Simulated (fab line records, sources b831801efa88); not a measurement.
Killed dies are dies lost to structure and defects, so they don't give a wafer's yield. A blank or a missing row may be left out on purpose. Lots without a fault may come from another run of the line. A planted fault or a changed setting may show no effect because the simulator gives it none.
Problem report in the 8D (eight disciplines) form, filled by code | flow sky130 | the parts of the form that need people (team, actions taken, sign-off) are left out

1. THE PROBLEM
VIA3_W_RS at SKY_VIA3_RS_MEAS_22 reads a mean of 0.5511 ohm/sq on 1 wafer of 1 lot; wafers without a fault read 0.2923 ohm/sq with a standard deviation of 0.0027. That is +96 standard deviations from the usual mean.
The step: measures by four-point-probe.
First seen on wafer L937.2, day 43 16:37, on film_metro-01. The record holds 30 wafers of 10 lots with a number at this step. Rule for "out", or "out of limits": more than 4 standard deviations from the usual mean. The other wafers with a number count as sound.

2. WHAT IT IS AND WHAT IT IS NOT
question                    | is                | is not
which readings at this step | VIA3_W_RS         | -
which lots                  | L937              | L925, L926, L927, L929, L931, L939, L942, L944, L946
which wafers of those lots  | L937.2            | L937.3, L937.6
read on which gauges        | film_metro-01     | film_metro-02, film_metro-04
when                        | from day 43 16:37 | up to then (17 sound wafers); but 12 sound wafers of L939, L942, L944, L946 came after

3. SUSPECTS, AND WHAT RULES EACH OUT
Counting: a tool at a process step up to the reading stays a suspect if it ran every lot that is out. Sound lots after the first of them don't rule it out here, since some wafers of a struck lot are sound.
- the gauge at SKY_VIA3_RS_MEAS_22: ruled out. All the wafers that are out were read on film_metro-01, but those of them that SKY_VIA3_CMP_24 has rows for are out there too, on other tools.
- rie_metal-04 at SKY_METAL3_DESCUM_15 (chemistry O2, time 8 s): kept. It ran the lot that is out, L937 (day 42 14:44); its last sound lot up to then is L927 (day 39 12:24).
- rie_diel-01 at SKY_VIA3_ETCH_15 (etches SiO2 in C4F8/O2/Ar, stops on TiN, target depth 507 nm, time 78 s): kept. It ran the lot that is out, L937 (day 43 15:46); its last sound lot up to then is L925 (day 40 00:20).
- cvd_w-02 at SKY_VIA3_CVD_21 (deposits W, target thk 390 nm, time 117.31 s): kept. It ran the lot that is out, L937 (day 43 16:28); its last sound lot up to then is L931 (day 41 19:14).
- Within rie_diel-01 at SKY_VIA3_ETCH_15: the wafers that are out ran in chamber 1; their sound lot-mates ran in chamber 2.
- Within cvd_w-02 at SKY_VIA3_CVD_21: the wafers that are out ran in chamber 1; their sound lot-mates ran in chamber 0.
Left after counting: rie_metal-04 at SKY_METAL3_DESCUM_15, rie_diel-01 at SKY_VIA3_ETCH_15, cvd_w-02 at SKY_VIA3_CVD_21.

4. THE CAUSE (what the simulator had put in)
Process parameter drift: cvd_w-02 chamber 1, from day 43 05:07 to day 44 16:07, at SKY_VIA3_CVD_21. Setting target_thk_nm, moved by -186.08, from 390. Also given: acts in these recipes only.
Counting left 3 suspects, and this tool is among them.

5. THE CHAIN OF EFFECTS, in route order
Each row: a reading whose mean over the struck wafers that have a number lies more than 3 standard deviations from the usual. Only readings for which the record gives a usual standard deviation are gone through. hours: the time from each lot's start at the first step in this table that gives one to its start at this step, as a median over the lots. sigmas: the change in usual standard deviations.
hours | step                 | reading            | usual         | on struck wafers | change  | sigmas
0     | SKY_VIA3_RS_MEAS_22  | VIA3_W_RS          | 0.2923 ohm/sq | 0.5511           | +0.2588 | +96
0     | SKY_VIA3_THK_MEAS_23 | VIA3_W_THK         | 388 nm        | 207              | -181    | -39
0     | SKY_VIA3_CMP_24      | time_to_endpoint_s | 96 s          | 48               | -48     | -14
The process steps in it:
- SKY_VIA3_CMP_24: polishes, stops on SiO2, t overpolish 20 s, target thk 0 nm.

6. WHAT WOULD HAVE CAUGHT IT SOONER
In this record the first reading out of limits at a measuring or inspecting step was taken at day 43 16:37, 11 hours after the fault began at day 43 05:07.
Of the tool readings at SKY_VIA3_CVD_21 for which the record gives a usual standard deviation, none was out on any struck wafer, so an alarm limit of 4 standard deviations on them would not have fired.
All the lots that are out (1) had begun SKY_VIA3_CVD_21 on cvd_w-02 by day 43 16:37. A hold on the tool at that time would have spared none of them.
